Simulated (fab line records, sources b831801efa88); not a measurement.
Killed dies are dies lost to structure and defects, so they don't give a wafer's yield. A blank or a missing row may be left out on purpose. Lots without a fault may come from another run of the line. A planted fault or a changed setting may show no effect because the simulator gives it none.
Chamber matching | flow sky130 | SKY_CONTACT_CVD_00 on pecvd-02: 3 sister chambers
The step deposits Si3N4, target thk 75 nm. 3 wafers are shown with their chamber, then 9 later ones without.

WAFERS WITH THEIR CHAMBER
wafer  | chamber | heater_power_w (W)
L087.3 | 0       | 700
L087.4 | 1       | 723
L087.6 | 2       | 641

WAFERS WITHOUT THEIR CHAMBER
wafer  | heater_power_w (W)
L088.2 | 673
L088.3 | 688
L088.5 | 871
L090.3 | 641
L090.4 | 651
L090.6 | 827
L094.3 | 756
L094.4 | 638
L094.5 | 595

WHICH CHAMBER EACH WENT THROUGH
wafer  | from the rows above          | in truth
L088.2 | can't be placed: 0 or 2 or 1 | 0
L088.3 | can't be placed: 0 or 1 or 2 | 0
L088.5 | can't be placed: 1 or 0 or 2 | 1
L090.3 | can't be placed: 2 or 0 or 1 | 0
L090.4 | can't be placed: 2 or 0 or 1 | 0
L090.6 | can't be placed: 1 or 0 or 2 | 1
L094.3 | can't be placed: 1 or 0 or 2 | 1
L094.4 | can't be placed: 2 or 0 or 1 | 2
L094.5 | can't be placed: 2 or 0 or 1 | 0
Placed correctly: 0 of 9. Can't be placed from these rows: 9 (the true chamber is among the candidates in 9). Placed wrongly: 0.
How it was worked out, from the rows above alone: a wafer's distance from a chamber is the root of the sum, over the readings, of the square of ((its reading less the chamber's mean) divided by the reading's scatter). The wafer belongs to the nearest chamber; if the next one is less than 2 further off, it can't be placed. A chamber's mean is the mean of its shown wafers. The scatter: with one shown wafer a chamber, the root of the mean of the squares of how far each hidden wafer lies from its nearest shown one.
